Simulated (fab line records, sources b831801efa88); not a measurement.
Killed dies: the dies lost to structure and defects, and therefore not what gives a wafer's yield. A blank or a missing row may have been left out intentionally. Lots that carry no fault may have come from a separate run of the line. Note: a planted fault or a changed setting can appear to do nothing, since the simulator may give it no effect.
Problem report in the 8D (eight disciplines) form, filled by code    flow gf180mcu    the parts of the form that need people (team, actions taken, sign-off) are left out

== 1. THE ISSUE ==
Wafers free of any fault read 0.3291 ohm/sq (standard deviation 0.0027) for V3_W_RS at GF_V3_RS_MEAS_24, against a mean of 0.2909 ohm/sq on 6 wafers of 2 lots. Relative to the usual mean, that is a shift of -14 standard deviations.
The step: measures by four-point-probe.
The first sign was on wafer L646.3 at day 26 08:43, on film metro-02. The record holds 33 wafers of 11 lots with a number at this step. Rule for "out" (also "out of limits"): further than 4 standard deviations from the usual mean. The other wafers with a number count as sound.

== 2. WHAT IT IS; WHAT IT IS NOT ==
question                     is                            is not
which readings at this step  V3_W_RS                       -
which lots                   L646, L650                    L636, L637, L638, L640, L643, L644, L656, L657, L659
which wafers of those lots   all that have a number        -
read on which gauges         film metro-02, film metro-04  film metro-01
when                         from day 26 08:43             up to then (18 sound wafers); but 9 sound wafers of L656, L657, L659 came after

== 3. THE SUSPECTS, EACH WITH WHAT RULES IT OUT ==
Counting: any tool at a process step up to the reading is kept as a suspect provided that every lot that is out went through it and no sound lot did after the first of them.
- the gauge at GF_V3_RS_MEAS_24: ruled out. The wafers that are out were read on 2 gauges (film metro-02, film metro-04).
- pvd sputter-02 at GF_M3_SPUTTER_02 (material AlCu, target thk 450 nm, time 23.9 s): kept. It ran every lot that is out, first L646 (day 24 11:38), and no sound lot after that; its last sound lot up to then is L638 (day 21 19:21).
- cvd w-02 at GF_V3_CVD_23 (deposits W, target thk 350 nm, time 104.9 s): kept. It ran every lot that is out, first L646 (day 26 08:36), and no sound lot after that; its last sound lot up to then is L644 (day 25 14:56). Its own readings are out on those wafers: chamber pressure Torr.
Remaining after the count are pvd sputter-02 at GF_M3_SPUTTER_02 and cvd w-02 at GF_V3_CVD_23.

== 4. THE CAUSE (what the simulator had put in) ==
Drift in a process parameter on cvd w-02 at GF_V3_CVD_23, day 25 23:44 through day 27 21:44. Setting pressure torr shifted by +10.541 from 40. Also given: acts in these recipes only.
This tool is one of the 2 suspects left after counting.

== 5. THE CHAIN OF EFFECTS, in route order ==
One row per reading whose mean, taken over the struck wafers that have a number, lies over 3 standard deviations from the usual. Scope: only readings with a usual standard deviation given in the record; hours: median across lots of the time from each lot's start at the first step in this table that gives one to its start at this step; sigmas: change in usual standard deviations.
hours  step               reading                usual          on struck wafers  change   sigmas
0      GF_V3_CVD_23       chamber pressure Torr  40.01 Torr     50.52             +10.51   +99 or more
0      GF_V3_RS_MEAS_24   V3_W_RS                0.3291 ohm/sq  0.2909            -0.0382  -14
0      GF_V3_THK_MEAS_25  V3_W_THK               344 nm         389               +45      +12
0      GF_V3_CMP_26       time to endpoint s     85.5 s         97.8              +12.2    +4.5
It contains these process steps:
- GF_V3_CVD_23: deposits W, target thk 350 nm, time 104.9 s.
- GF_V3_CMP_26: polishes, stops on SiO2, t overpolish 15 s, target thk 0 nm.
Later measuring or inspecting steps at which every struck wafer that the step has a row for has a number for every such reading, and none has moved that far: GF_V4_BOW_MEAS_05.

== 6. WHAT WOULD HAVE CAUGHT IT SOONER ==
The first out-of-limits reading at a measuring or inspecting step in this record came at day 26 08:43, 9 hours after the fault's start at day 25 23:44.
Tool's own readings at GF_V3_CVD_23, chamber pressure Torr: out on all struck wafers the step has rows for; an alarm limit on them would have tripped on the first.
L650, from the lots that are out (2), started GF_V3_CVD_23 on cvd w-02 later than day 26 08:43. Putting the tool on hold at that point would have spared it.
